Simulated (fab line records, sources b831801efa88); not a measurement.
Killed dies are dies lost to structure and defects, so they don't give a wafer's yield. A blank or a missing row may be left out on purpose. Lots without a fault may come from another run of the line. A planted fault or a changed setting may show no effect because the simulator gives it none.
Chamber matching | flow sky130 | SKY_VIA1_CMP_24 on cmp-01: 4 sister chambers
The step polishes, stops on SiO2, t overpolish 15 s, target thk 0 nm. 8 wafers are shown with their chamber, then 7 later ones without.

WAFERS WITH THEIR CHAMBER
wafer  | chamber | motor_current_A (A) | time_to_endpoint_s (s)
L483.5 | 3       | 10.5                | 64.5
L491.2 | 0       | 8.8                 | 70.7
L491.5 | 2       | 10.0                | 63.9
L490.1 | 3       | 10.0                | 64.0
L490.3 | 1       | 11.5                | 66.3
L490.5 | 0       | 8.6                 | 66.3
L492.2 | 2       | 9.9                 | 66.8
L492.4 | 1       | 12.0                | 67.7

WAFERS WITHOUT THEIR CHAMBER
wafer  | motor_current_A (A) | time_to_endpoint_s (s)
L492.6 | 8.5                 | 71.8
L497.2 | 10.4                | 62.1
L497.3 | 8.7                 | 65.7
L497.5 | 8.5                 | 67.1
L498.1 | 10.0                | 60.2
L498.3 | 12.2                | 66.1
L498.5 | 8.7                 | 68.8

WHICH CHAMBER EACH WENT THROUGH
wafer  | from the rows above     | in truth
L492.6 | 0                       | 0
L497.2 | can't be placed: 3 or 2 | 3
L497.3 | 0                       | 0
L497.5 | 0                       | 0
L498.1 | can't be placed: 3 or 2 | 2
L498.3 | 1                       | 1
L498.5 | 0                       | 0
Placed correctly: 5 of 7. Can't be placed from these rows: 2 (the true chamber is among the candidates in 2). Placed wrongly: 0.
How it was worked out, from the rows above alone: a wafer's distance from a chamber is the root of the sum, over the readings, of the square of ((its reading less the chamber's mean) divided by the reading's scatter). The wafer belongs to the nearest chamber; if the next one is less than 2 further off, it can't be placed. A chamber's mean is the mean of its shown wafers. The scatter: the root of (the sum of the squares of (reading less its chamber's mean) over the shown wafers, divided by (wafers less chambers)).
